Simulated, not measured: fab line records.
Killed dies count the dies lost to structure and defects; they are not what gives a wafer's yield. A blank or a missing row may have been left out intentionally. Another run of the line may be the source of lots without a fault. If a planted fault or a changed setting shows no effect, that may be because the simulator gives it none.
Shared-tool check + flow sky130 + Sample size 13 lots and 45 wafers

== WHAT PROMPTED THE OPENING ==
2 of 13 lots carry a flag on the reading LDD_P_TW at SKY_LDD_P_TW_MEAS_11. No-fault wafers: 639, standard deviation 6.4.
Rule: flag the lot when none of its wafers has a number, or when each of its wafers that has one lies beyond 4 standard deviations from that mean. The other lots count as sound.

| lot  | measured     | on           | LDD_P_TW, wafer by wafer | flag    |
|------|--------------|--------------|--------------------------|---------|
| L274 | day 18 12:44 | filmMetro-03 | 630 629 632              |         |
| L275 | day 18 23:59 | filmMetro-02 | 632 634 635              |         |
| L276 | day 19 12:29 | filmMetro-02 | 633 636 632              |         |
| L278 | day 21 04:05 | filmMetro-02 | 635 632 633              |         |
| L279 | day 21 12:10 | filmMetro-03 | 640 641 634              |         |
| L283 | day 22 13:59 | filmMetro-01 | 649 649 654              |         |
| L287 | day 23 18:27 | filmMetro-03 | 638 639 637              |         |
| L289 | day 24 12:11 | filmMetro-03 | 636 635 639              |         |
| L290 | day 24 14:43 | filmMetro-01 | 805 801 807 805 805 803  | FLAGGED |
| L292 | day 25 07:47 | filmMetro-03 | 791 794 790 793 792 795  | FLAGGED |
| L295 | day 27 01:45 | filmMetro-02 | 632 628 635              |         |
| L296 | day 27 07:50 | filmMetro-02 | 635 633 634              |         |
| L297 | day 27 08:16 | filmMetro-01 | 648 648 649              |         |
On average the flagged lots' numbers are 798, which is +159 against the usual, or +25 standard deviations.

== TOOL THAT RAN EACH LOT ==
The record keeps 1 process step preceding the reading, out of 708 steps on the route. Each cell gives the tool, then ch followed by the chambers the sampled wafers passed through, then the start.
| lot  | flag    | SKY_LDD_P_IMPLANT_09            |
|------|---------|---------------------------------|
| L274 |         | implanter-04 ch 0, day 18 12:30 |
| L275 |         | implanter-04 ch 0, day 18 23:45 |
| L276 |         | implanter-02 ch 0, day 19 12:14 |
| L278 |         | implanter-02 ch 0, day 21 03:50 |
| L279 |         | implanter-02 ch 0, day 21 11:55 |
| L283 |         | implanter-04 ch 0, day 22 13:44 |
| L287 |         | implanter-04 ch 0, day 23 18:12 |
| L289 |         | implanter-01 ch 0, day 24 11:56 |
| L290 | FLAGGED | implanter-01 ch 0, day 24 13:53 |
| L292 | FLAGGED | implanter-01 ch 0, day 25 07:15 |
| L295 |         | implanter-04 ch 0, day 27 01:30 |
| L296 |         | implanter-01 ch 0, day 27 07:36 |
| L297 |         | implanter-02 ch 0, day 27 08:01 |
What the steps here do:
- SKY_LDD_P_IMPLANT_09
- SKY_LDD_P_TW_MEAS_11

== FLAGGED OVER TOTAL, TOOL BY TOOL (the gauges that took the reading come last) ==
| step                 | tool         | lots run | flagged | share of the flagged lots | sound lots run after its first flagged lot |
|----------------------|--------------|----------|---------|---------------------------|--------------------------------------------|
| SKY_LDD_P_IMPLANT_09 | implanter-01 | 4        | 2       | all                       | 1 (L296)                                   |
| SKY_LDD_P_IMPLANT_09 | implanter-02 | 4        | 0       | none                      | -                                          |
| SKY_LDD_P_IMPLANT_09 | implanter-04 | 5        | 0       | none                      | -                                          |
| SKY_LDD_P_TW_MEAS_11 | filmMetro-01 | 3        | 1       | some                      | 1 (L297)                                   |
| SKY_LDD_P_TW_MEAS_11 | filmMetro-02 | 5        | 0       | none                      | -                                          |
| SKY_LDD_P_TW_MEAS_11 | filmMetro-03 | 5        | 1       | some                      | 0                                          |

== WHAT THE TABLE PERMITS ==
1 row of the table ran every flagged lot: implanter-01 at SKY_LDD_P_IMPLANT_09.
- implanter-01 at SKY_LDD_P_IMPLANT_09 ran 4 lots, 2 of them flagged. Lots that were sound ran on it after the first flagged one (L296); a persistent fault on the entire tool would not allow that.
Every row of the table either missed a flagged lot or ran a sound lot after the first.

== WHAT THE SIMULATOR HAD INSERTED ==
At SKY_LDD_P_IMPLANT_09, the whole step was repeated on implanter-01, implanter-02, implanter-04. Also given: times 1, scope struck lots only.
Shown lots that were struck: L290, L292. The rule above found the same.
